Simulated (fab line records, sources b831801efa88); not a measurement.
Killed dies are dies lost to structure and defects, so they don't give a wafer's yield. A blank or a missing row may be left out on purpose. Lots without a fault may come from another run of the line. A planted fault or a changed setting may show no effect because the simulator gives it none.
Chamber matching | flow sky130 | SKY_VIA4_CMP_02 on cmp-02: 4 sister chambers
The step polishes SiO2. 4 wafers are shown with their chamber, then 12 later ones without.

WAFERS WITH THEIR CHAMBER
wafer  | chamber | motor_current_A (A)
L082.5 | 3       | 12.2
L089.3 | 2       | 12.5
L089.5 | 1       | 11.7
L089.6 | 0       | 11.7

WAFERS WITHOUT THEIR CHAMBER
wafer  | motor_current_A (A)
L093.2 | 12.4
L093.4 | 11.8
L093.6 | 12.1
L094.2 | 11.5
L094.5 | 13.1
L094.6 | 12.2
L095.2 | 11.6
L095.5 | 12.4
L095.6 | 11.5
L097.1 | 11.8
L097.5 | 11.1
L097.6 | 12.1

WHICH CHAMBER EACH WENT THROUGH
wafer  | from the rows above               | in truth
L093.2 | can't be placed: 2 or 3           | 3
L093.4 | can't be placed: 0 or 1 or 3      | 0
L093.6 | can't be placed: 3 or 0 or 1 or 2 | 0
L094.2 | can't be placed: 0 or 1 or 3      | 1
L094.5 | can't be placed: 2 or 3           | 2
L094.6 | can't be placed: 3 or 2 or 0 or 1 | 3
L095.2 | can't be placed: 0 or 1 or 3      | 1
L095.5 | can't be placed: 2 or 3           | 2
L095.6 | can't be placed: 0 or 1 or 3      | 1
L097.1 | can't be placed: 0 or 1 or 3      | 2
L097.5 | can't be placed: 0 or 1 or 3      | 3
L097.6 | can't be placed: 3 or 0 or 1 or 2 | 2
Placed correctly: 0 of 12. Can't be placed from these rows: 12 (the true chamber is among the candidates in 11). Placed wrongly: 0.
How it was worked out, from the rows above alone: a wafer's distance from a chamber is the root of the sum, over the readings, of the square of ((its reading less the chamber's mean) divided by the reading's scatter). The wafer belongs to the nearest chamber; if the next one is less than 2 further off, it can't be placed. A chamber's mean is the mean of its shown wafers. The scatter: with one shown wafer a chamber, the root of the mean of the squares of how far each hidden wafer lies from its nearest shown one.
